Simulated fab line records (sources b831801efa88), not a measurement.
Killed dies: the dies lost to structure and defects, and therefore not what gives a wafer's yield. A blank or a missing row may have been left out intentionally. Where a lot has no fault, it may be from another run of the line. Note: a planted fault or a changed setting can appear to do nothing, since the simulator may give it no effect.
Which tool was responsible? | flow gf180mcu | Sampling: 13 lots, 39 wafers, 3 of 602 route steps

WHAT EACH GAUGE READ, for each wafer
GF_V1_BOW_MEAS_05. Usual: V1_BOW gives 85 um (standard deviation 7.8).
lot  | measured     | on            | V1_BOW (um) | flag
L888 | day 17 02:47 | film metro-02 | 67 82 75    |
L889 | day 17 09:50 | film metro-02 | 83 80 82    |
L890 | day 17 20:48 | film metro-04 | 107 97 96   |
L892 | day 18 15:55 | film metro-02 | 92 84 91    |
L894 | day 19 12:07 | film metro-03 | 84 87 77    |
L895 | day 19 22:41 | film metro-02 | 90 91 85    |
L896 | day 20 08:07 | film metro-02 | 84 89 89    |
L897 | day 20 19:23 | film metro-02 | 80 79 82    |
L898 | day 20 23:37 | film metro-02 | 87 89 93    |
L899 | day 21 15:33 | film metro-03 | 88 72 70    |
L901 | day 22 06:47 | film metro-03 | 89 85 78    |
L910 | day 25 02:41 | film metro-02 | 84 87 80    |
L911 | day 25 11:55 | film metro-02 | 80 87 86    |

EACH LOT AND THE TOOL THAT RAN IT (in order: tool; ch and the chambers of the sampled wafers; start)
lot  | GF_VT_IMPLANT_IMPLANT_41        | GF_CONTACT_STRIP_18
L888 | implanter-02 ch 0, day 7 12:14  | plasma asher-04 ch 0, day 16 02:01
L889 | implanter-04 ch 0, day 7 18:06  | plasma asher-02 ch 0, day 16 07:49
L890 | implanter-01 ch 0, day 8 01:03  | plasma asher-04 ch 0,1, day 16 18:28
L892 | implanter-04 ch 0, day 8 14:18  | plasma asher-02 ch 0,1, day 17 13:50
L894 | implanter-04 ch 0, day 9 03:46  | plasma asher-04 ch 0, day 18 09:12
L895 | implanter-01 ch 0, day 9 13:47  | plasma asher-02 ch 0,1, day 18 19:24
L896 | implanter-04 ch 0, day 9 18:33  | plasma asher-04 ch 0,1, day 19 04:57
L897 | implanter-01 ch 0, day 10 03:15 | plasma asher-02 ch 0,1, day 19 16:43
L898 | implanter-04 ch 0, day 10 09:36 | plasma asher-01 ch 0,1, day 19 20:45
L899 | implanter-01 ch 0, day 10 22:47 | plasma asher-04 ch 0,1, day 20 13:31
L901 | implanter-01 ch 0, day 11 08:55 | plasma asher-01 ch 1, day 21 04:55
L910 | implanter-02 ch 0, day 13 17:27 | plasma asher-04 ch 0,1, day 24 01:40
L911 | implanter-02 ch 0, day 14 02:29 | plasma asher-02 ch 1, day 24 11:25
- GF_VT_IMPLANT_IMPLANT_41
- GF_CONTACT_STRIP_18: strips in O2/N2.

WHAT THE TOOLS THEMSELVES READ (means of the sampled wafers that have a number; where no wafer has one, the mark that the record gives instead)
GF_VT_IMPLANT_IMPLANT_41. Usual: beam energy keV 69.998, standard deviation 0.019; dose ions cm2 1.013e+12, standard deviation 9.9e+08; tilt deg 7.002 degrees, standard deviation 0.02.
lot  | tool         | beam energy keV | dose ions cm2 | tilt deg (degrees) | flag
L888 | implanter-02 | 70.009          | 1.015e+12     | 6.994              |
L889 | implanter-04 | 70.013          | 1.013e+12     | 6.996              |
L890 | implanter-01 | 70.014          | 1.014e+12     | 7.003              |
L892 | implanter-04 | 70.004          | 1.013e+12     | 6.991              |
L894 | implanter-04 | 70.001          | 1.014e+12     | 7.003              |
L895 | implanter-01 | 70.001          | 1.014e+12     | 7.018              |
L896 | implanter-04 | 70.015          | 1.013e+12     | 7.004              |
L897 | implanter-01 | 70.014          | 1.014e+12     | 7.015              |
L898 | implanter-04 | 69.975          | 1.012e+12     | 7.045              |
L899 | implanter-01 | 70.004          | 1.013e+12     | 7.018              |
L901 | implanter-01 | 69.992          | 1.012e+12     | 6.993              |
L910 | implanter-02 | 66.708          | 1.013e+12     | 6.978              | OFF
L911 | implanter-02 | 66.724          | 1.013e+12     | 7.029              | OFF

GF_CONTACT_STRIP_18. Usual: drypump motor current A 5.8 A, standard deviation 0.43; heater power w 335 W, standard deviation 44; o2 flow sccm 2999 sccm, standard deviation 8.6; oes product au 0.580 a.u., standard deviation 0.0049.
lot  | tool            | drypump motor current A (A) | heater power w (W) | o2 flow sccm (sccm) | oes product au (a.u.) | flag
L888 | plasma asher-04 | 5.2                         | 275                | 3001                | 0.578                 |
L889 | plasma asher-02 | 6.3                         | 387                | 3006                | 0.576                 |
L890 | plasma asher-04 | 5.5                         | 291                | 2998                | 0.576                 |
L892 | plasma asher-02 | 6.2                         | 386                | 2992                | 0.577                 |
L894 | plasma asher-04 | 5.2                         | 267                | 2996                | 0.579                 |
L895 | plasma asher-02 | 6.0                         | 361                | 2997                | 0.588                 |
L896 | plasma asher-04 | 5.5                         | 287                | 2996                | 0.581                 |
L897 | plasma asher-02 | 6.0                         | 361                | 3010                | 0.582                 |
L898 | plasma asher-01 | 5.3                         | 360                | 2998                | 0.581                 |
L899 | plasma asher-04 | 5.8                         | 309                | 3003                | 0.583                 |
L901 | plasma asher-01 | 5.2                         | 387                | 2991                | 0.579                 |
L910 | plasma asher-04 | 5.8                         | 310                | 2994                | 0.582                 |
L911 | plasma asher-02 | 5.8                         | 353                | 2988                | 0.583                 |

THE ANSWER, worked out from the rows above alone
Rule: lot off if the mean of its wafers having a number is beyond 3 standard deviations from the usual mean. A lot without any number at a reading at which 4 lots or more have one is off too. Where the step has rows for the other lots, those lots are counted as sound. The gauges are gone through in route order, then the tools' own readings, and for those a lot's mean is taken as printed above. At the first step where some lot is off, the reading lying furthest off is the one used; lots without a number count as furthest.
Off at GF_VT_IMPLANT_IMPLANT_41 (beam energy keV): L910, L911.
A tool fits if, at that step or a process step before it, it ran every lot that is off, and no sound lot after the first of them. One fits: implanter-02 at GF_VT_IMPLANT_IMPLANT_41. Its last sound lot is L888 (day 7 12:14), its first lot that is off L910 (day 13 17:27): a fault that began between those two fits.
The tool's own readings at GF_VT_IMPLANT_IMPLANT_41 bear it out: on the lots that are off they differ by more than 5 times the standard deviation of the sound lots' means. beam energy keV reads 66.716 there against 70.004 on the sound lots.

WHAT THE SIMULATOR PUT IN
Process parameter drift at GF_VT_IMPLANT_IMPLANT_41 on implanter-02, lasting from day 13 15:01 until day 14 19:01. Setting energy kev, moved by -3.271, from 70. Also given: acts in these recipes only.
Struck lots among those shown: L910, L911. The rule given above showed the same thing.
